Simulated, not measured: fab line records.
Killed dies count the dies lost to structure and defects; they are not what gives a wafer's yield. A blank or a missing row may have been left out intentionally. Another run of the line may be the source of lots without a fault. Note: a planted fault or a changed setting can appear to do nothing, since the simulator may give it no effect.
fab line records	flow sky130
[record] lots = 11	wafers = 33	last_day = 50
route steps=708 shown POLY_CUT@316 SD_N@350 LI_CONTACT@365 PAD_OPEN@708
lots with no fault: from the same line, run without faults
start_h: start of the lot's first displayed wafer, in hours after the record's first day	wait_h: hours elapsed since this lot's preceding step	" repeats the value in the row above	L1.1+2: a row that stands for several wafers	- value missing, or start not given	* or withheld: withheld	< > ~ a bound
route shown NAME@n: names a module that has steps shown in the file, with the first one's number in the route	usual: mean/standard deviation taken from wafers without a fault	same: alike in all rows	chamber/n: place in a boat	sites: the reading at each site	_std_site: their standard deviation	_edge_site: the outer-site mean with the inner-site mean subtracted	radius_mm: for every site, how far away it sits from the centre of the wafer	mask NAME#n: copy n	behind: the last tool/chamber to shape the wafer	hold: why the lot was held/for how many hours/how that ended	device: the transistor (n, p or np) that didn't switch	end of line: the same wafers' tests at the end of the route	a step given without rows: its recipe and nothing more	killed: the dies lost at the first sort to structure and to defects; this is not the yield of the wafer	map: the dies of a wafer, with x for killed, . for not killed, _ for no die there
set.NAME: the setting that was run; set.NAME@STEP: the one run at that earlier step	model.NAME: the simulator's own value behind a step, which no gauge read
the route's steps for a sample of lots (tables are steps, rows are wafers)
services: from which hour (start_h, from the record's first day; less than 0 if before it) a tool's chamber was out of use, for how many hours, and why
[[steps]]
[step SKY_POLY_CUT_OVL_MEAS_09]
[usual] POLY_CUT_OVL = -2/5.4
lot.wafer	tool	chamber	start_h	wait_h	POLY_CUT_OVL[nm]
L371.1	overlay-01	-	589.42	0.1	-12
L371.4	"	-	"	"	-6
L371.5	"	-	"	"	-8
L377.2	overlay-02	-	633.04	0.1	6
L377.4	"	-	"	"	6
L377.6	"	-	"	"	6
L378.2	overlay-01	-	655.67	0.1	2
L378.3	"	-	"	"	4
L378.4	"	-	"	"	3
L382.1	overlay-01	-	683.98	0.1	5
L382.2	"	-	"	"	10
L382.5	"	-	"	"	-2
L385.4	overlay-02	-	722.08	0.1	-9
L385.5	"	-	"	"	-4
L385.6	"	-	"	"	-4
L386.2	overlay-02	-	723.92	0.1	3
L386.3	"	-	"	"	5
L386.5	"	-	"	"	0
L387.1	overlay-02	-	724.04	0.1	0
L387.3	"	-	"	"	1
L387.5	"	-	"	"	-4
L388.3	overlay-02	-	725.80	0.1	4
L388.4	"	-	"	"	7
L388.6	"	-	"	"	-2
L389.2	overlay-02	-	735.61	0.1	-3
L389.3	"	-	"	"	6
L389.5	"	-	"	"	1
L390.2	overlay-01	-	735.96	0.1	-16
L390.3	"	-	"	"	-10
L390.5	"	-	"	"	-13
L391.2	overlay-01	-	747.52	0.1	6
L391.3	"	-	"	"	1
L391.4	"	-	"	"	5
[step SKY_SD_N_OVL_MEAS_08]
[usual] SD_N_OVL = 0.6/1.4
lot.wafer	tool	chamber	start_h	wait_h	SD_N_OVL[nm]
L371.1	overlay-01	-	676.88	0.1	0.2
L371.4	"	-	"	"	1.5
L371.5	"	-	"	"	1.9
L377.2	overlay-02	-	717.74	0.1	2.3
L377.4	"	-	"	"	1.1
L377.6	"	-	"	"	-0.8
L378.2	overlay-01	-	739.49	0.1	3.3
L378.3	"	-	"	"	0.3
L378.4	"	-	"	"	1.6
L382.1	overlay-02	-	767.44	0.1	0.6
L382.2	"	-	"	"	0.7
L382.5	"	-	"	"	1.8
L385.4	overlay-02	-	804.50	0.1	0.2
L385.5	"	-	"	"	2.2
L385.6	"	-	"	"	1.0
L386.2	overlay-02	-	805.99	0.1	1.1
L386.3	"	-	"	"	0.3
L386.5	"	-	"	"	-0.3
L387.1	overlay-02	-	806.59	0.1	1.9
L387.3	"	-	"	"	1.1
L387.5	"	-	"	"	0.6
L388.3	overlay-01	-	807.80	0.1	-1.1
L388.4	"	-	"	"	-3.1
L388.6	"	-	"	"	-2.2
L389.2	overlay-01	-	817.70	0.1	-0.5
L389.3	"	-	"	"	1.2
L389.5	"	-	"	"	0.8
L390.2	overlay-01	-	818.34	0.1	2.0
L390.3	"	-	"	"	0.9
L390.5	"	-	"	"	3.6
L391.2	overlay-02	-	830.01	0.1	0.1
L391.3	"	-	"	"	-2.8
L391.4	"	-	"	"	-1.1
[step SKY_LI_CONTACT_BOW_MEAS_03]
[recipe] mode = bow
[usual] LI_CONTACT_BOW = 55/7.3
lot.wafer	tool	chamber	start_h	wait_h	LI_CONTACT_BOW[um]
L371.1	film_metro-01	-	678.44	0.1	54
L371.4	"	-	"	"	43
L371.5	"	-	"	"	67
L377.2	film_metro-01	-	719.37	0.3	56
L377.4	"	-	"	"	48
L377.6	"	-	"	"	60
L378.2	film_metro-01	-	741.06	0.1	61
L378.3	"	-	"	"	43
L378.4	"	-	"	"	44
L382.1	film_metro-01	-	769.00	0.1	66
L382.2	"	-	"	"	64
L382.5	"	-	"	"	59
L385.4	film_metro-01	-	806.11	0.2	70
L385.5	"	-	"	"	63
L385.6	"	-	"	"	51
L386.2	film_metro-01	-	807.63	0.2	43
L386.3	"	-	"	"	53
L386.5	"	-	"	"	40
L387.1	film_metro-04	-	808.14	0.1	51
L387.3	"	-	"	"	53
L387.5	"	-	"	"	43
L388.3	film_metro-02	-	809.38	0.1	50
L388.4	"	-	"	"	56
L388.6	"	-	"	"	61
L389.2	film_metro-01	-	819.27	0.3	59
L389.3	"	-	"	"	53
L389.5	"	-	"	"	58
L390.2	film_metro-04	-	819.91	0.1	71
L390.3	"	-	"	"	55
L390.5	"	-	"	"	46
L391.2	film_metro-01	-	831.58	0.3	45
L391.3	"	-	"	"	55
L391.4	"	-	"	"	58
[step SKY_LI_CONTACT_ETCH_14]
[recipe] chemistry = N2/H2	target = BARC	ion_energy_ev = 200	source_w = 500	bias_w = 100	pressure_mtorr = 30	n2_flow_sccm = 100	h2_flow_sccm = 200	stop_on = SiO2	time_s = 45.9	target_depth_a = 600
[usual] bias_w = 99.97/0.27	chamber_pressure_mTorr = 30.001/0.029	drypump_motor_current_A = 5.6/0.45	oes_product_au = 0.856/0.0049	throttle_valve_pct = 13.224/0.0088
lot.wafer	tool	chamber	start_h	wait_h	bias_w	chamber_pressure_mTorr	drypump_motor_current_A	oes_product_au	rf_hours_counter_h	throttle_valve_pct
L371.1	rie_diel-04	2	706.12	0.0	100.16	29.997	5.7	0.862	12	13.225
L371.4	"	3	"	"	100.06	30.041	5.8	0.849	8	13.228
L371.5	"	3	"	"	99.86	30.048	5.8	0.848	-	13.225
L377.2	rie_diel-04	0	747.49	0.0	-	-	-	-	-	-
L377.4	"	2	"	"	-	-	-	-	-	-
L377.6	"	0	"	"	-	-	-	-	-	-
L378.2	rie_diel-01	0	769.27	0.0	-	-	-	-	-	-
L378.3	"	1	"	"	-	-	-	-	-	-
L378.4	"	3	"	"	-	-	-	-	-	-
L382.1	rie_diel-01	3	796.37	0.0	99.84	30.010	5.0	0.853	10	13.224
L382.2	"	0	"	"	100.08	30.016	5.2	0.845	20	13.224
L382.5	"	1	"	"	100.16	30.001	5.4	0.855	-	13.223
L385.4	rie_diel-01	1	833.00	0.0	99.99	30.014	5.5	0.858	5	13.226
L385.5	"	3	"	"	100.36	30.017	5.0	0.857	-	13.240
L385.6	"	2	"	"	100.27	30.011	5.4	0.852	-	13.230
L386.2	rie_diel-01	2	834.84	0.0	100.27	29.979	5.4	0.864	5	13.249
L386.3	"	3	"	"	99.58	30.029	5.0	0.870	11	13.213
L386.5	"	2	"	"	99.72	30.010	5.4	0.850	-	13.234
L387.1	rie_diel-01	2	835.52	0.0	100.34	30.037	5.4	0.853	5	13.224
L387.3	"	1	"	"	100.17	30.032	5.5	0.854	5	13.236
L387.5	"	2	"	"	100.33	30.008	5.4	0.870	-	13.234
L388.3	rie_diel-02	1	836.49	0.0	100.14	29.965	6.0	0.862	7	13.223
L388.4	"	2	"	"	100.07	29.978	5.5	0.858	3	13.220
L388.6	"	3	"	"	99.94	30.035	5.8	0.857	-	13.224
L389.2	rie_diel-04	2	845.69	0.0	99.59	29.979	5.7	0.856	16	13.225
L389.3	"	0	"	"	99.86	29.995	5.1	0.861	26	13.224
L389.5	"	1	"	"	100.16	29.990	6.8	0.853	-	13.219
L390.2	rie_diel-01	3	846.84	0.0	99.59	29.976	5.0	0.857	12	13.206
L390.3	"	1	"	"	99.83	29.960	5.5	0.853	5	13.219
L390.5	"	3	"	"	99.81	29.978	5.1	0.854	-	13.215
L391.2	rie_diel-01	0	857.79	0.0	99.95	30.082	5.1	0.862	21	13.219
L391.3	"	1	"	"	99.89	29.979	5.4	0.856	6	13.220
L391.4	"	2	"	"	99.80	30.029	5.4	0.862	6	13.223
[step SKY_LI_CONTACT_ETCH_15]
[recipe] target = PSG	chemistry = C4F8/O2/Ar	stop_on = Si	taper_deg = 4.15	mask_material = KrF-thick	source_w = 1500	bias_w = 1200	pressure_mtorr = 40	c4f8_flow_sccm = withheld	O2_flow_sccm = 6	Ar_flow_sccm = 300	time_s = withheld	target_depth_a = 6000
[usual] bias_w = 1200/3.2	chamber_pressure_mTorr = 40.00/0.037	oes_product_au = 0.837/0.0044
lot.wafer	tool	chamber	start_h	wait_h	bias_w	chamber_pressure_mTorr	oes_product_au
L371.1	rie_diel-04	2	706.16	0.0	1197	39.98	0.834
L371.4	"	3	"	"	1204	40.01	0.835
L371.5	"	3	"	"	1202	40.04	0.833
L377.2	rie_diel-04	0	747.53	0.0	1208	39.98	0.380
L377.4	"	2	"	"	1197	39.98	0.380
L377.6	"	0	"	"	1197	39.96	0.378
L378.2	rie_diel-01	0	769.31	0.0	1192	40.03	0.370
L378.3	"	1	"	"	1199	40.02	0.371
L378.4	"	3	"	"	1205	39.97	0.374
L382.1	rie_diel-01	3	796.41	0.0	1198	39.96	0.834
L382.2	"	0	"	"	1202	39.97	0.834
L382.5	"	1	"	"	1204	39.98	0.831
L385.4	rie_diel-01	1	833.04	0.0	1198	39.96	0.835
L385.5	"	3	"	"	1208	40.03	0.831
L385.6	"	2	"	"	1200	40.04	0.838
L386.2	rie_diel-01	2	834.88	0.0	1207	40.01	0.839
L386.3	"	3	"	"	1189	40.01	0.827
L386.5	"	2	"	"	1199	40.08	0.836
L387.1	rie_diel-01	2	835.56	0.0	1198	40.01	0.842
L387.3	"	1	"	"	1205	40.01	0.835
L387.5	"	2	"	"	1195	39.96	0.840
L388.3	rie_diel-02	1	836.53	0.0	1197	39.99	0.832
L388.4	"	2	"	"	1202	40.02	0.837
L388.6	"	3	"	"	1200	40.07	0.836
L389.2	rie_diel-04	2	845.73	0.0	1200	39.97	0.838
L389.3	"	0	"	"	1200	40.01	0.834
L389.5	"	1	"	"	1198	40.01	0.843
L390.2	rie_diel-01	3	846.88	0.0	1206	40.00	0.831
L390.3	"	1	"	"	1204	39.99	0.838
L390.5	"	3	"	"	1199	39.95	0.836
L391.2	rie_diel-01	0	857.83	0.0	1202	40.00	0.835
L391.3	"	1	"	"	1200	40.02	0.831
L391.4	"	2	"	"	1206	39.97	0.843
[step SKY_LI_CONTACT_STRIP_16]
[recipe] chemistry = O2/N2	power_w = 1400	pressure_mtorr = 1500	platen_temp_c = withheld	o2_flow_sccm = 3000	n2_flow_sccm = 300	overash_fraction = 0.5
[usual] drypump_motor_current_A = 5.5/0.42	oes_product_au = 0.376/0.0048	strip_time_to_endpoint_s = 3.503/0.026
lot.wafer	tool	chamber	start_h	wait_h	drypump_motor_current_A	oes_product_au	rf_hours_counter_h	strip_time_to_endpoint_s
L371.1	plasma_asher-03	0	706.25	-	5.0	0.383	90	3.500
L371.4	"	1	"	"	5.8	0.373	-	3.541
L371.5	"	0	"	"	5.0	0.374	-	3.508
L377.2	plasma_asher-01	0	747.62	-	6.1	0.384	0	3.964
L377.4	"	0	"	"	6.1	0.385	-	3.913
L377.6	"	1	"	"	5.4	0.402	-	3.927
L378.2	plasma_asher-03	0	769.40	-	5.0	0.392	96	3.971
L378.3	"	1	"	"	5.8	0.385	-	3.943
L378.4	"	0	"	"	5.0	0.389	-	3.999
L382.1	plasma_asher-04	1	796.50	-	5.1	0.376	63	3.490
L382.2	"	0	"	"	5.1	0.375	63	3.455
L382.5	"	1	"	"	5.1	0.375	-	3.462
L385.4	plasma_asher-01	0	833.16	-	6.1	0.371	-	3.483
L385.5	"	0	"	"	6.1	0.370	-	3.496
L385.6	"	1	"	"	5.4	0.371	-	3.502
L386.2	plasma_asher-03	1	834.97	-	5.7	0.382	104	3.488
L386.3	"	0	"	"	5.0	0.380	-	3.503
L386.5	"	0	"	"	5.0	0.367	-	3.485
L387.1	plasma_asher-03	0	835.65	-	5.0	0.379	104	3.514
L387.3	"	0	"	"	5.0	0.380	-	3.529
L387.5	"	1	"	"	5.8	0.367	-	3.485
L388.3	plasma_asher-01	1	836.65	-	5.4	0.371	-	3.539
L388.4	"	0	"	"	6.1	0.370	-	3.533
L388.6	"	0	"	"	6.1	0.389	-	3.550
L389.2	plasma_asher-01	1	845.82	-	5.4	0.383	12	3.482
L389.3	"	1	"	"	5.4	0.372	-	3.469
L389.5	"	0	"	"	6.1	0.373	-	3.507
L390.2	plasma_asher-01	1	846.97	-	5.4	0.380	12	3.540
L390.3	"	0	"	"	6.1	0.384	-	3.505
L390.5	"	0	"	"	6.1	0.385	-	3.557
L391.2	plasma_asher-01	0	857.92	-	6.1	0.366	14	3.486
L391.3	"	0	"	"	6.1	0.380	-	3.490
L391.4	"	1	"	"	5.4	0.368	-	3.470
[step SKY_PAD_OPEN_PROBE_99]
[usual] killed_at_M0_to_M3 = 43/7.4	killed_at_M4_up = 3.1/1.9	killed_at_contacts = 25/5.4	killed_at_front_end = 15/4.3	killed_at_other = 0.3/0.54	killed_dies = 86/10	killed_on_rim = 17/4	killed_open = 46/7.4	killed_short = 40/7
[same] gross_dies = 492	killed_at_back_side = 0
lot.wafer	tool	chamber	start_h	wait_h	killed_at_M0_to_M3	killed_at_M4_up	killed_at_contacts	killed_at_front_end	killed_at_other	killed_dies	killed_on_rim	killed_open	killed_short
L371.1	prober-02	-	1097.80	0.1	44	4	29	12	0	89	18	43	46
L371.4	prober-02	-	1097.95	0.2	52	0	36	12	0	100	26	60	40
L371.5	prober-02	-	1098.00	0.2	48	5	19	11	0	83	10	39	44
L377.2	prober-02	-	1130.63	0.1	210	63	166	11	42	492	96	46	39
L377.4	prober-02	-	1130.73	0.2	171	69	171	8	73	492	96	30	34
L377.6	prober-02	-	1130.83	0.2	208	58	159	8	59	492	96	38	22
L378.2	prober-01	-	1144.24	0.1	205	55	173	8	51	492	96	56	34
L378.3	prober-01	-	1144.29	0.2	205	60	171	6	50	492	96	33	32
L378.4	prober-01	-	1144.34	0.2	199	67	155	10	61	492	96	37	45
L382.1	prober-01	-	1162.74	0.1	37	0	29	15	2	83	14	51	31
L382.2	prober-01	-	1162.79	0.1	47	2	20	20	1	90	18	45	45
L382.5	prober-01	-	1162.94	0.2	41	4	24	23	1	93	13	44	49
L385.4	prober-02	-	1187.67	0.2	40	2	29	24	0	95	23	58	37
L385.5	prober-02	-	1187.72	0.2	43	1	22	17	0	83	21	44	39
L387.1	prober-02	-	1189.70	0.1	33	2	22	14	0	71	15	28	42
L387.3	prober-02	-	1189.80	0.2	42	5	18	17	0	82	15	47	34
L387.5	prober-02	-	1189.90	0.2	40	4	24	13	0	81	19	46	35
L388.3	prober-01	-	1191.22	0.2	45	2	29	17	1	94	22	48	44
L388.4	prober-01	-	1191.27	0.2	39	1	25	8	1	74	17	41	33
L388.6	prober-01	-	1191.37	0.2	47	5	20	11	0	83	14	39	43
L390.2	prober-01	-	1197.45	0.1	33	0	28	12	0	73	13	42	30
L390.3	prober-01	-	1197.50	0.2	40	2	29	9	0	80	19	41	38
L390.5	prober-01	-	1197.60	0.2	48	5	14	15	0	82	15	41	38
// killed by level:class
L371.1 VIA1:geometric_particle:open=16 VIA1:geometric_particle:short=8 LI_CONTACT:geometric_particle:open=7 CONTACT:geometric_particle:short=7 LOCAL_INTERCONNECT:geometric_particle:short=6 METAL1:geometric_particle:short=6 CONTACT:geometric_particle:open=5 FIELD_ISO:geometric_particle:open=4
L371.4 CONTACT:geometric_particle:open=17 VIA1:geometric_particle:open=14 CONTACT:geometric_particle:short=9 VIA2:geometric_particle:open=7 VIA3:geometric_particle:open=7 LI_CONTACT:geometric_particle:open=6 VIA1:geometric_particle:short=6 POLY_GATE:geometric_particle:short=5
L371.5 VIA1:geometric_particle:open=14 CONTACT:geometric_particle:open=8 METAL2:geometric_particle:short=8 METAL1:geometric_particle:short=6 VIA3:geometric_particle:short=5 FIELD_ISO:geometric_particle:open=4 LI_CONTACT:geometric_particle:short=3 LOCAL_INTERCONNECT:geometric_particle:short=3
L377.2 LI_CONTACT:area_etch=78 METAL1:area_expose=40 METAL4:area_expose=34 METAL3:area_expose=32 METAL2:area_expose=31 CONTACT:area_expose=31 VIA3:area_expose=28 VIA4:area_expose=26
L377.4 LI_CONTACT:area_etch=89 CAP2M:area_expose=39 METAL4:area_expose=38 CAPM:area_expose=33 LOCAL_INTERCONNECT:area_expose=30 CONTACT:area_expose=29 METAL1:area_expose=29 VIA4:area_expose=28
L377.6 LI_CONTACT:area_etch=85 VIA4:area_expose=35 METAL3:area_expose=32 VIA2:area_expose=32 CAPM:area_expose=31 CONTACT:area_expose=30 VIA1:area_expose=30 METAL1:area_expose=29
L378.2 LI_CONTACT:area_etch=88 METAL1:area_expose=31 LOCAL_INTERCONNECT:area_expose=30 METAL4:area_expose=29 CONTACT:area_expose=28 CAP2M:area_expose=27 VIA1:area_expose=26 METAL2:area_expose=25
L378.3 LI_CONTACT:area_etch=94 METAL1:area_expose=32 METAL4:area_expose=32 METAL3:area_expose=31 VIA1:area_expose=28 CAPM:area_expose=28 METAL2:area_expose=27 VIA3:area_expose=27
L378.4 LI_CONTACT:area_etch=68 METAL4:area_expose=35 CONTACT:area_expose=35 METAL1:area_expose=33 CAP2M:area_expose=32 LOCAL_INTERCONNECT:area_expose=30 CAPM:area_expose=29 METAL2:area_expose=29
L382.1 VIA1:geometric_particle:open=13 LI_CONTACT:geometric_particle:open=12 LI_CONTACT:geometric_particle:short=9 VIA2:geometric_particle:open=6 METAL1:geometric_particle:short=5 VIA3:geometric_particle:open=5 CONTACT:geometric_particle:open=4 FIELD_ISO:geometric_particle:short=3
L382.2 VIA1:geometric_particle:open=9 CONTACT:geometric_particle:open=7 METAL1:geometric_particle:short=7 LOCAL_INTERCONNECT:geometric_particle:short=6 METAL2:geometric_particle:short=6 POLY_GATE:geometric_particle:short=5 LI_CONTACT:geometric_particle:open=5 VIA3:geometric_particle:open=5
L382.5 LI_CONTACT:geometric_particle:open=8 VIA1:geometric_particle:open=8 CONTACT:geometric_particle:open=7 FIELD_ISO:geometric_particle:short=6 METAL1:geometric_particle:short=6 VIA1:geometric_particle:short=5 METAL2:geometric_particle:short=5 VIA2:geometric_particle:open=5
L385.4 POLY_GATE:geometric_particle:open=11 LI_CONTACT:geometric_particle:open=11 CONTACT:geometric_particle:open=10 VIA1:geometric_particle:open=10 METAL2:geometric_particle:short=8 VIA3:geometric_particle:open=8 POLY_GATE:geometric_particle:short=4 FIELD_ISO:geometric_particle:open=3
L385.5 VIA1:geometric_particle:open=13 POLY_GATE:geometric_particle:short=10 LI_CONTACT:geometric_particle:open=9 METAL2:geometric_particle:short=7 VIA3:geometric_particle:open=6 VIA2:geometric_particle:open=5 LI_CONTACT:geometric_particle:short=5 CONTACT:geometric_particle:short=4
L387.1 METAL2:geometric_particle:short=7 METAL3:geometric_particle:short=6 LOCAL_INTERCONNECT:geometric_particle:short=5 CONTACT:geometric_particle:open=5 VIA1:geometric_particle:open=5 CONTACT:geometric_particle:short=4 LI_CONTACT:geometric_particle:short=4 LI_CONTACT:geometric_particle:open=4
L387.3 VIA1:geometric_particle:open=16 CONTACT:geometric_particle:open=7 VIA3:geometric_particle:open=6 FIELD_ISO:geometric_particle:short=5 FIELD_ISO:geometric_particle:open=5 LOCAL_INTERCONNECT:geometric_particle:short=5 METAL2:geometric_particle:short=5 METAL4:geometric_particle:short=5
L387.5 VIA1:geometric_particle:open=11 LI_CONTACT:geometric_particle:open=7 CONTACT:geometric_particle:open=7 METAL2:geometric_particle:short=6 VIA3:geometric_particle:open=6 VIA2:geometric_particle:open=5 FIELD_ISO:geometric_particle:open=4 LOCAL_INTERCONNECT:geometric_particle:short=4
L388.3 CONTACT:geometric_particle:open=13 METAL2:geometric_particle:short=11 VIA1:geometric_particle:open=9 FIELD_ISO:geometric_particle:short=7 LI_CONTACT:geometric_particle:open=6 VIA2:geometric_particle:open=6 VIA3:geometric_particle:open=5 CONTACT:geometric_particle:short=4
L388.4 LI_CONTACT:geometric_particle:open=12 VIA1:geometric_particle:open=11 VIA2:geometric_particle:open=6 CONTACT:geometric_particle:open=5 METAL2:geometric_particle:short=5 METAL3:geometric_particle:short=4 POLY_GATE:geometric_particle:short=4 LOCAL_INTERCONNECT:geometric_particle:short=4
L388.6 VIA1:geometric_particle:open=14 CONTACT:geometric_particle:short=10 VIA2:geometric_particle:open=10 VIA1:geometric_particle:short=7 FIELD_ISO:geometric_particle:short=4 LOCAL_INTERCONNECT:geometric_particle:short=4 METAL1:geometric_particle:short=4 METAL4:geometric_particle:short=4
L390.2 CONTACT:geometric_particle:open=10 LI_CONTACT:geometric_particle:open=8 VIA1:geometric_particle:open=8 CONTACT:geometric_particle:short=5 METAL2:geometric_particle:short=5 POLY_GATE:geometric_particle:short=3 POLY_GATE:geometric_particle:open=3 LOCAL_INTERCONNECT:geometric_particle:short=3
L390.3 CONTACT:geometric_particle:open=9 LI_CONTACT:geometric_particle:open=9 VIA2:geometric_particle:open=6 LOCAL_INTERCONNECT:geometric_particle:short=6 METAL1:geometric_particle:short=6 VIA1:geometric_particle:open=6 VIA1:geometric_particle:short=6 METAL2:geometric_particle:short=4
L390.5 VIA1:geometric_particle:open=11 LI_CONTACT:geometric_particle:open=7 METAL1:geometric_particle:short=6 VIA1:geometric_particle:short=5 METAL2:geometric_particle:short=5 VIA2:geometric_particle:open=5 FIELD_ISO:geometric_particle:open=4 CONTACT:geometric_particle:short=4
[[services]]
tool	chamber	start_h	hours	kind
rie_diel-01	0	685.59	11.3	repair
rie_diel-02	1	688.24	5.6	repair
rie_diel-02	2	706.60	-	clean
rie_diel-02	2	706.60	18.1	scheduled_down
rie_diel-02	2	706.60	18.1	vent_cycle
rie_diel-01	-	709.57	2.8	pm
plasma_asher-01	-	733.75	9.0	pm
plasma_asher-01	0	733.75	9.0	vent_cycle
plasma_asher-01	1	733.75	9.0	vent_cycle
plasma_asher-01	0	742.75	-	clean
plasma_asher-01	1	742.75	-	clean
plasma_asher-04	-	798.49	77.9	repair
plasma_asher-03	-	821.21	1.3	repair
rie_diel-04	-	824.83	14.6	pm
plasma_asher-04	-	845.96	0.9	repair
[[key]]
[first_sign] step = SKY_LI_CONTACT_ETCH_14	reading = tool_record	direction = missing
[effect] step = SKY_LI_CONTACT_ETCH_15	reading = oes_product_au	direction = down	sigmas = 99+	usual = 0.837	struck = 0.376
[effect] step = SKY_LI_CONTACT_STRIP_16	reading = strip_time_to_endpoint_s	direction = up	sigmas = 17	usual = *	struck = *
[effect] step = SKY_PAD_OPEN_PROBE_99	reading = killed_at_other	direction = up	sigmas = 56	usual = 0.3	struck = 56
[more_kills_born_at] SKY_LI_CONTACT_ETCH_14@rie_diel-04 = 252
met_at SKY_LI_CONTACT_ETCH_14
struck_lots L377,L378
later_rows_left_out L377.2,L377.4,L377.6,L378.2,L378.3,L378.4
tester_left_out L377,L378
not_acting_at SKY_POLY_CUT_OVL_MEAS_09,SKY_SD_N_OVL_MEAS_08,SKY_LI_CONTACT_BOW_MEAS_03
onset_between 706.12 747.49
[fault] kind = skipped_step_whole	tool = rie_diel-01,rie_diel-04	chamber = -	onset_h = 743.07	steps = SKY_LI_CONTACT_ETCH_14	scope = struck_lots_only
// tester_left_out: of these lots the tester's yield and bins aren't shown, on N5 and GAA mostly nor the transistor test; their killed dies are dies lost to structure and defects alone, not to doping, threshold or leakage, so they don't give the yield
// later_rows_left_out: the simulator's readings of these wafers behind a module that went badly wrong aren't trusted and aren't shown, but for the sort
